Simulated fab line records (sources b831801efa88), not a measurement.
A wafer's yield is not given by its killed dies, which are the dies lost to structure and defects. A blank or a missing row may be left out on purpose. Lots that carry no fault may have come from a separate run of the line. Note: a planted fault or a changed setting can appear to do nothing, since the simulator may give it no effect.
Matching of chambers || flow sfq-line || SFQ_TRILAYER_I6_CMP_CMP_166 on cmp-02 has 4 sister chambers
The step polishes SiO2. 4 wafers are shown with their chamber, then 8 later ones without.

WAFERS PAIRED WITH THEIR CHAMBERS
{"wafer": "L545.5", "chamber": 0, "motor-current-A (A)": 10.4}
{"wafer": "L546.1", "chamber": 3, "motor-current-A (A)": 9.3}
{"wafer": "L546.6", "chamber": 1, "motor-current-A (A)": 9.3}
{"wafer": "L549.2", "chamber": 2, "motor-current-A (A)": 10.4}

WAFERS WITH NO CHAMBER GIVEN
{"wafer": "L549.3", "motor-current-A (A)": 9.5}
{"wafer": "L549.6", "motor-current-A (A)": 10.2}
{"wafer": "L553.3", "motor-current-A (A)": 9.5}
{"wafer": "L553.4", "motor-current-A (A)": 9.1}
{"wafer": "L553.6", "motor-current-A (A)": 9.0}
{"wafer": "L561.2", "motor-current-A (A)": 10.5}
{"wafer": "L561.4", "motor-current-A (A)": 9.6}
{"wafer": "L561.5", "motor-current-A (A)": 9.8}

WHICH CHAMBER EACH WENT THROUGH
{"wafer": "L549.3", "from the rows above": "can't be placed: 1 or 3", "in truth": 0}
{"wafer": "L549.6", "from the rows above": "can't be placed: 0 or 2", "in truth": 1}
{"wafer": "L553.3", "from the rows above": "can't be placed: 1 or 3", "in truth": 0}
{"wafer": "L553.4", "from the rows above": "can't be placed: 1 or 3", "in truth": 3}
{"wafer": "L553.6", "from the rows above": "can't be placed: 1 or 3", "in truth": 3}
{"wafer": "L561.2", "from the rows above": "can't be placed: 0 or 2", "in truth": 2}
{"wafer": "L561.4", "from the rows above": "can't be placed: 1 or 3 or 0 or 2", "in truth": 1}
{"wafer": "L561.5", "from the rows above": "can't be placed: 1 or 3 or 0 or 2", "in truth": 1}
Placed correctly: 0 of 8. From these rows, 8 cannot be placed; in 5 the true chamber is one of the candidates. 0 placed wrongly.
How it was worked out, from the rows above alone: a wafer's distance from a chamber is the root of the sum, over the readings, of the square of ((its reading less the chamber's mean) divided by the reading's scatter). If the next closest chamber is less than 2 further off than the closest, the wafer can't be placed; otherwise it belongs to the closest. For every chamber, the mean is computed from those of its wafers that are shown. The scatter (one wafer shown for each chamber): square how far every hidden wafer sits from the nearest shown wafer, average those squares and take the square root.
